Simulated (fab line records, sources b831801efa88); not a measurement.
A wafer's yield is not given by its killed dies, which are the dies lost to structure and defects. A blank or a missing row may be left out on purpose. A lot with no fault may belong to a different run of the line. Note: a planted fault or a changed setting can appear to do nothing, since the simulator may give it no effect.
Which tool did it? || flow sky130 || 12 lots, 36 wafers sampled, at 5 steps of a route of 708

## WHAT THE GAUGES READ, wafer by wafer
SKY_VT_ADJUST_HVTP_CD_MEAS_07: the cd target is 380 nm. Usual: cdNm at 379.4 nm, with a standard deviation of 2.4.
{"lot": "L132", "measured": "day 6 15:42", "on": "cdSem-02", "cdNm (nm)": "382.8 382.3 384.4", "flag": ""}
{"lot": "L134", "measured": "day 7 02:12", "on": "cdSem-01", "cdNm (nm)": "380.5 383.5 381.8", "flag": ""}
{"lot": "L135", "measured": "day 7 05:53", "on": "cdSem-02", "cdNm (nm)": "378.4 379.6 380.2", "flag": ""}
{"lot": "L137", "measured": "day 7 15:44", "on": "cdSem-01", "cdNm (nm)": "375.5 376.6 376.9", "flag": ""}
{"lot": "L140", "measured": "day 8 11:54", "on": "cdSem-01", "cdNm (nm)": "380.2 379.4 378.8", "flag": ""}
{"lot": "L142", "measured": "day 8 18:08", "on": "cdSem-01", "cdNm (nm)": "377.7 378.5 378.4", "flag": ""}
{"lot": "L145", "measured": "day 9 13:48", "on": "cdSem-01", "cdNm (nm)": "376.2 372.9 376.5", "flag": ""}
{"lot": "L148", "measured": "day 10 09:10", "on": "cdSem-01", "cdNm (nm)": "380.4 378.1 377.8", "flag": ""}
{"lot": "L151", "measured": "day 11 08:23", "on": "cdSem-02", "cdNm (nm)": "380.0 380.8 376.4", "flag": ""}
{"lot": "L152", "measured": "day 11 15:38", "on": "cdSem-01", "cdNm (nm)": "376.9 377.1 375.0", "flag": ""}
{"lot": "L154", "measured": "day 11 23:28", "on": "cdSem-02", "cdNm (nm)": "382.2 378.2 375.9", "flag": ""}
{"lot": "L155", "measured": "day 12 03:00", "on": "cdSem-01", "cdNm (nm)": "377.9 377.7 377.8", "flag": ""}

## EACH LOT AND THE TOOL THAT RAN IT (in order: tool; ch and the chambers of the sampled wafers; start)
{"lot": "L132", "SKY_FIELD_ISO_STRIP_16": "plasmaAsher-01 ch 0,1, day 2 08:55", "SKY_PWDE_COAT_02": "lithoTrack-02 ch 0, day 4 00:05", "SKY_PWDE_STRIP_09": "plasmaAsher-03 ch 0,1, day 4 08:12", "SKY_NWELL_STRIP_25": "plasmaAsher-01 ch 1, day 5 20:39"}
{"lot": "L134", "SKY_FIELD_ISO_STRIP_16": "plasmaAsher-01 ch 0,1, day 2 18:59", "SKY_PWDE_COAT_02": "lithoTrack-02 ch 0, day 4 09:31", "SKY_PWDE_STRIP_09": "plasmaAsher-03 ch 0,1, day 4 18:38", "SKY_NWELL_STRIP_25": "plasmaAsher-02 ch 0,1, day 6 07:17"}
{"lot": "L135", "SKY_FIELD_ISO_STRIP_16": "plasmaAsher-02 ch 0,1, day 2 22:24", "SKY_PWDE_COAT_02": "lithoTrack-01 ch 0, day 4 13:05", "SKY_PWDE_STRIP_09": "plasmaAsher-04 ch 0,1, day 4 21:47", "SKY_NWELL_STRIP_25": "plasmaAsher-01 ch 0, day 6 11:19"}
{"lot": "L137", "SKY_FIELD_ISO_STRIP_16": "plasmaAsher-01 ch 0,1, day 3 08:38", "SKY_PWDE_COAT_02": "lithoTrack-01 ch 0, day 4 21:23", "SKY_PWDE_STRIP_09": "plasmaAsher-04 ch 0,1, day 5 06:33", "SKY_NWELL_STRIP_25": "plasmaAsher-01 ch 0,1, day 6 20:30"}
{"lot": "L140", "SKY_FIELD_ISO_STRIP_16": "plasmaAsher-02 ch 0,1, day 4 01:15", "SKY_PWDE_COAT_02": "lithoTrack-01 ch 0, day 5 15:19", "SKY_PWDE_STRIP_09": "plasmaAsher-04 ch 0,1, day 6 00:45", "SKY_NWELL_STRIP_25": "plasmaAsher-01 ch 0,1, day 7 15:15"}
{"lot": "L142", "SKY_FIELD_ISO_STRIP_16": "plasmaAsher-01 ch 0,1, day 4 11:15", "SKY_PWDE_COAT_02": "lithoTrack-02 ch 0, day 5 20:38", "SKY_PWDE_STRIP_09": "plasmaAsher-03 ch 0,1, day 6 06:05", "SKY_NWELL_STRIP_25": "plasmaAsher-02 ch 0,1, day 7 20:47"}
{"lot": "L145", "SKY_FIELD_ISO_STRIP_16": "plasmaAsher-01 ch 0,1, day 5 00:30", "SKY_PWDE_COAT_02": "lithoTrack-02 ch 0, day 6 12:04", "SKY_PWDE_STRIP_09": "plasmaAsher-03 ch 0,1, day 6 22:01", "SKY_NWELL_STRIP_25": "plasmaAsher-02 ch 0,1, day 8 15:26"}
{"lot": "L148", "SKY_FIELD_ISO_STRIP_16": "plasmaAsher-04 ch 0,1, day 5 16:50", "SKY_PWDE_COAT_02": "lithoTrack-02 ch 0, day 7 05:37", "SKY_PWDE_STRIP_09": "plasmaAsher-04 ch 0,1, day 7 15:38", "SKY_NWELL_STRIP_25": "plasmaAsher-02 ch 0,1, day 9 10:50"}
{"lot": "L151", "SKY_FIELD_ISO_STRIP_16": "plasmaAsher-02 ch 0,1, day 6 06:55", "SKY_PWDE_COAT_02": "lithoTrack-01 ch 0, day 8 02:46", "SKY_PWDE_STRIP_09": "plasmaAsher-02 ch 0,1, day 8 13:36", "SKY_NWELL_STRIP_25": "plasmaAsher-03 ch 0,1, day 10 09:57"}
{"lot": "L152", "SKY_FIELD_ISO_STRIP_16": "plasmaAsher-04 ch 0,1, day 6 12:48", "SKY_PWDE_COAT_02": "lithoTrack-01 ch 0, day 8 08:37", "SKY_PWDE_STRIP_09": "plasmaAsher-04 ch 0,1, day 8 19:29", "SKY_NWELL_STRIP_25": "plasmaAsher-03 ch 0,1, day 10 16:14"}
{"lot": "L154", "SKY_FIELD_ISO_STRIP_16": "plasmaAsher-04 ch 0,1, day 6 23:34", "SKY_PWDE_COAT_02": "lithoTrack-02 ch 0, day 8 16:29", "SKY_PWDE_STRIP_09": "plasmaAsher-02 ch 1, day 9 02:53", "SKY_NWELL_STRIP_25": "plasmaAsher-02 ch 0,1, day 11 00:15"}
{"lot": "L155", "SKY_FIELD_ISO_STRIP_16": "plasmaAsher-04 ch 0, day 7 04:50", "SKY_PWDE_COAT_02": "lithoTrack-02 ch 0, day 8 18:58", "SKY_PWDE_STRIP_09": "plasmaAsher-03 ch 0,1, day 9 06:36", "SKY_NWELL_STRIP_25": "plasmaAsher-01 ch 0, day 11 03:09"}
- SKY_FIELD_ISO_STRIP_16: strips in O2/N2.
- SKY_PWDE_COAT_02: resist thk 3000 nm.
- SKY_PWDE_STRIP_09: strips in O2/N2.
- SKY_NWELL_STRIP_25: strips in O2/N2.

## WHAT THE TOOLS THEMSELVES READ (means of the sampled wafers that have a number; where no wafer has one, the mark that the record gives instead)
SKY_FIELD_ISO_STRIP_16. Usual: drypumpMotorCurrentA 5.7 A, standard deviation 0.52; oesProductAu 0.378 a.u., standard deviation 0.0049; stripTimeToEndpointS 3.54 s, standard deviation 0.033.
{"lot": "L132", "tool": "plasmaAsher-01", "drypumpMotorCurrentA (A)": 5.8, "oesProductAu (a.u.)": 0.380, "stripTimeToEndpointS (s)": 3.55, "flag": ""}
{"lot": "L134", "tool": "plasmaAsher-01", "drypumpMotorCurrentA (A)": 5.9, "oesProductAu (a.u.)": 0.377, "stripTimeToEndpointS (s)": 3.55, "flag": ""}
{"lot": "L135", "tool": "plasmaAsher-02", "drypumpMotorCurrentA (A)": 6.0, "oesProductAu (a.u.)": 0.381, "stripTimeToEndpointS (s)": 3.53, "flag": ""}
{"lot": "L137", "tool": "plasmaAsher-01", "drypumpMotorCurrentA (A)": 5.8, "oesProductAu (a.u.)": 0.379, "stripTimeToEndpointS (s)": 3.57, "flag": ""}
{"lot": "L140", "tool": "plasmaAsher-02", "drypumpMotorCurrentA (A)": 5.9, "oesProductAu (a.u.)": 0.375, "stripTimeToEndpointS (s)": 3.54, "flag": ""}
{"lot": "L142", "tool": "plasmaAsher-01", "drypumpMotorCurrentA (A)": 5.8, "oesProductAu (a.u.)": 0.379, "stripTimeToEndpointS (s)": 3.58, "flag": ""}
{"lot": "L145", "tool": "plasmaAsher-01", "drypumpMotorCurrentA (A)": 6.0, "oesProductAu (a.u.)": 0.377, "stripTimeToEndpointS (s)": 3.53, "flag": ""}
{"lot": "L148", "tool": "plasmaAsher-04", "drypumpMotorCurrentA (A)": 5.8, "oesProductAu (a.u.)": 0.375, "stripTimeToEndpointS (s)": 3.54, "flag": ""}
{"lot": "L151", "tool": "plasmaAsher-02", "drypumpMotorCurrentA (A)": 6.0, "oesProductAu (a.u.)": 0.374, "stripTimeToEndpointS (s)": 3.51, "flag": ""}
{"lot": "L152", "tool": "plasmaAsher-04", "drypumpMotorCurrentA (A)": 5.3, "oesProductAu (a.u.)": 0.379, "stripTimeToEndpointS (s)": 3.54, "flag": ""}
{"lot": "L154", "tool": "plasmaAsher-04", "drypumpMotorCurrentA (A)": 5.3, "oesProductAu (a.u.)": 0.378, "stripTimeToEndpointS (s)": 3.55, "flag": ""}
{"lot": "L155", "tool": "plasmaAsher-04", "drypumpMotorCurrentA (A)": 6.2, "oesProductAu (a.u.)": 0.384, "stripTimeToEndpointS (s)": 3.53, "flag": ""}

SKY_PWDE_STRIP_09. Usual: drypumpMotorCurrentA 5.6 A, standard deviation 0.52; oesProductAu 0.723 a.u., standard deviation 0.0049; stripTimeToEndpointS 36.86 s, standard deviation 0.099.
{"lot": "L132", "tool": "plasmaAsher-03", "drypumpMotorCurrentA (A)": 5.3, "oesProductAu (a.u.)": 0.720, "stripTimeToEndpointS (s)": 36.75, "flag": ""}
{"lot": "L134", "tool": "plasmaAsher-03", "drypumpMotorCurrentA (A)": 5.3, "oesProductAu (a.u.)": 0.723, "stripTimeToEndpointS (s)": 36.87, "flag": ""}
{"lot": "L135", "tool": "plasmaAsher-04", "drypumpMotorCurrentA (A)": 5.3, "oesProductAu (a.u.)": 0.724, "stripTimeToEndpointS (s)": 36.85, "flag": ""}
{"lot": "L137", "tool": "plasmaAsher-04", "drypumpMotorCurrentA (A)": 5.3, "oesProductAu (a.u.)": 0.719, "stripTimeToEndpointS (s)": 36.84, "flag": ""}
{"lot": "L140", "tool": "plasmaAsher-04", "drypumpMotorCurrentA (A)": 5.3, "oesProductAu (a.u.)": 0.723, "stripTimeToEndpointS (s)": 36.94, "flag": ""}
{"lot": "L142", "tool": "plasmaAsher-03", "drypumpMotorCurrentA (A)": 5.3, "oesProductAu (a.u.)": 0.722, "stripTimeToEndpointS (s)": 36.85, "flag": ""}
{"lot": "L145", "tool": "plasmaAsher-03", "drypumpMotorCurrentA (A)": 5.4, "oesProductAu (a.u.)": 0.727, "stripTimeToEndpointS (s)": 36.93, "flag": ""}
{"lot": "L148", "tool": "plasmaAsher-04", "drypumpMotorCurrentA (A)": 5.3, "oesProductAu (a.u.)": 0.719, "stripTimeToEndpointS (s)": 36.68, "flag": ""}
{"lot": "L151", "tool": "plasmaAsher-02", "drypumpMotorCurrentA (A)": 5.8, "oesProductAu (a.u.)": 0.712, "stripTimeToEndpointS (s)": 14.23, "flag": "OFF"}
{"lot": "L152", "tool": "plasmaAsher-04", "drypumpMotorCurrentA (A)": 5.3, "oesProductAu (a.u.)": 0.715, "stripTimeToEndpointS (s)": 14.25, "flag": "OFF"}
{"lot": "L154", "tool": "plasmaAsher-02", "drypumpMotorCurrentA (A)": 6.1, "oesProductAu (a.u.)": 0.720, "stripTimeToEndpointS (s)": 36.92, "flag": ""}
{"lot": "L155", "tool": "plasmaAsher-03", "drypumpMotorCurrentA (A)": 5.3, "oesProductAu (a.u.)": 0.726, "stripTimeToEndpointS (s)": 36.90, "flag": ""}

SKY_NWELL_STRIP_25. Usual: drypumpMotorCurrentA 5.7 A, standard deviation 0.32; oesProductAu 0.722 a.u., standard deviation 0.0043; stripTimeToEndpointS 36.92 s, standard deviation 0.1.
{"lot": "L132", "tool": "plasmaAsher-01", "drypumpMotorCurrentA (A)": 5.6, "oesProductAu (a.u.)": 0.720, "stripTimeToEndpointS (s)": 36.92, "flag": ""}
{"lot": "L134", "tool": "plasmaAsher-02", "drypumpMotorCurrentA (A)": 5.9, "oesProductAu (a.u.)": 0.718, "stripTimeToEndpointS (s)": 36.89, "flag": ""}
{"lot": "L135", "tool": "plasmaAsher-01", "drypumpMotorCurrentA (A)": 6.1, "oesProductAu (a.u.)": 0.720, "stripTimeToEndpointS (s)": 36.88, "flag": ""}
{"lot": "L137", "tool": "plasmaAsher-01", "drypumpMotorCurrentA (A)": 5.8, "oesProductAu (a.u.)": 0.721, "stripTimeToEndpointS (s)": 36.96, "flag": ""}
{"lot": "L140", "tool": "plasmaAsher-01", "drypumpMotorCurrentA (A)": 6.0, "oesProductAu (a.u.)": 0.724, "stripTimeToEndpointS (s)": 36.90, "flag": ""}
{"lot": "L142", "tool": "plasmaAsher-02", "drypumpMotorCurrentA (A)": 6.0, "oesProductAu (a.u.)": 0.719, "stripTimeToEndpointS (s)": 36.95, "flag": ""}
{"lot": "L145", "tool": "plasmaAsher-02", "drypumpMotorCurrentA (A)": 5.9, "oesProductAu (a.u.)": 0.716, "stripTimeToEndpointS (s)": 36.92, "flag": ""}
{"lot": "L148", "tool": "plasmaAsher-02", "drypumpMotorCurrentA (A)": 6.0, "oesProductAu (a.u.)": 0.717, "stripTimeToEndpointS (s)": 36.70, "flag": ""}
{"lot": "L151", "tool": "plasmaAsher-03", "drypumpMotorCurrentA (A)": 5.3, "oesProductAu (a.u.)": 0.720, "stripTimeToEndpointS (s)": 36.92, "flag": ""}
{"lot": "L152", "tool": "plasmaAsher-03", "drypumpMotorCurrentA (A)": 5.4, "oesProductAu (a.u.)": 0.722, "stripTimeToEndpointS (s)": 36.93, "flag": ""}
{"lot": "L154", "tool": "plasmaAsher-02", "drypumpMotorCurrentA (A)": 5.8, "oesProductAu (a.u.)": 0.724, "stripTimeToEndpointS (s)": 36.93, "flag": ""}
{"lot": "L155", "tool": "plasmaAsher-01", "drypumpMotorCurrentA (A)": 6.1, "oesProductAu (a.u.)": 0.726, "stripTimeToEndpointS (s)": 36.99, "flag": ""}

## THE ANSWER, worked out from the rows above alone
Rule: a lot counts as off when the mean over its wafers that have a number is more than 3 standard deviations away from the usual mean. Also off: a lot with no number at a reading for which 4 or more lots have one. Any other lot the step has rows for is counted as sound. The gauges are gone through in route order, then the tools' own readings, and for those a lot's mean is taken as printed above. The first step at which some lot is off is used, and at that step the reading that is off furthest; a lot without a number counts as furthest.
Off at SKY_PWDE_STRIP_09 (stripTimeToEndpointS): L151, L152.
A tool fits if, at that step or a process step before it, it ran every lot that is off, and no sound lot after the first of them. One fits: SKY_PWDE_COAT_02 on lithoTrack-01. Its last sound lot is L140 (day 5 15:19), its first lot that is off L151 (day 8 02:46): a fault that began between those two fits.

## WHAT WAS PUT IN BY THE SIMULATOR
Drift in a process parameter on lithoTrack-01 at SKY_PWDE_COAT_02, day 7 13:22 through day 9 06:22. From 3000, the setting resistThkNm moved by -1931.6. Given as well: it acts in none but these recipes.
Shown lots that were struck: L151, L152. The same result came from the rule above.
